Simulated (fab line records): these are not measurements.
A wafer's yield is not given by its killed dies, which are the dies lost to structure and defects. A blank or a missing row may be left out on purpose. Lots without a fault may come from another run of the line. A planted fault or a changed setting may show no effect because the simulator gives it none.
A single fault, viewed from 2 desks ; flow gf180mcu ; only its own numbers are on each desk; what lay behind them is given at the end

DESK OF THE TOOL OWNER: pvdSputter-01
At GF_SALICIDE_SPUTTER_03 (material TiN, target thk 20 nm, time 16.7 s) the tool's own readings: per lot run on this tool, the mean of the sampled wafers that have a number. A lot is out of limits, marked OUT, if its mean lies more than 4 standard deviations from the usual mean; the brackets give that distance.
Columns: A = chamberPressurePa at GF_SALICIDE_SPUTTER_03, usual 0.4000 Pa; B = throttleValvePct at GF_SALICIDE_SPUTTER_03, usual 30.7 %
lot;first seen here;A;B
L898;day 17 04:26;0.4005;31.5
L902;day 19 10:37;0.3837 (-20) OUT;31.4
L904;day 20 00:40;0.3825 (-21) OUT;31.2
Finding of this desk: L902, L904 out of limits; the first was L902 at day 19 10:37, on chamberPressurePa at GF_SALICIDE_SPUTTER_03. In limits: L898.

FROM THE METROLOGY DESK
Lot by lot, what the gauges showed, no matter which tool ran the lot: averages of those sampled wafers that carry a number. A lot is out of limits, marked OUT, if its mean lies more than 4 standard deviations from the usual mean; the brackets give that distance. Only the readings that lie furthest out on some lot appear, 7 of the 9 it has.
Columns: A = cdNm at GF_SAB_CD_MEAS_09, usual 419.7 nm; B = SAB_OVL at GF_SAB_OVL_MEAS_10, usual -0.5 nm; C = SALICIDE_TIN_RS at GF_SALICIDE_RS_MEAS_04, usual 16.34 ohm/sq; D = SALICIDE_TIN_THK at GF_SALICIDE_THK_MEAS_05, usual 20.35 nm; E = CONTACT_CVD_02_THK at GF_CONTACT_THK_MEAS_03, usual 856 nm; F = CONTACT_BOW at GF_CONTACT_BOW_MEAS_05, usual 66 um; G = cdNm at GF_CONTACT_CD_MEAS_14, usual 220.4 nm
lot;first seen here;A;B;C;D;E;F;G
L896;day 16 12:39;418.1;-0.1;16.67;20.01;855;60;219.3
L898;day 17 03:50;420.6;-2.1;16.25;20.28;855;64;219.2
L902;day 19 10:05;415.9;0.9;16.59;20.61;850;66;221.5
L904;day 20 00:10;417.3;-1.5;16.13;20.57;863;63;220.0
L910;day 21 10:56;420.9;-0.5;16.02;20.57;852;71;221.3
L909;day 21 11:49;420.5;-1.0;16.53;20.43;869;66;220.3
This desk found nothing out of limits on any of the 6 lots.

BROUGHT TOGETHER
The tool owner's desk could have raised an alarm at day 19 10:37, on L902, L904.
The metrology desk saw nothing out of limits.
The metrology desk holds a record of L902, L904, inside its limits.
The lots listed all ran GF_SALICIDE_SPUTTER_03 on pvdSputter-01.

WHAT THE SIMULATOR HAD INSERTED
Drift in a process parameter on pvdSputter-01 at GF_SALICIDE_SPUTTER_03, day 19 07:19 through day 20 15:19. Setting chamberPressurePa shifted by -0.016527 from 0.4. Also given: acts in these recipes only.
Lots struck among those shown: L902, L904.
Hours from the fault's start to each desk's first reading out of limits: the tool owner's desk, 3.
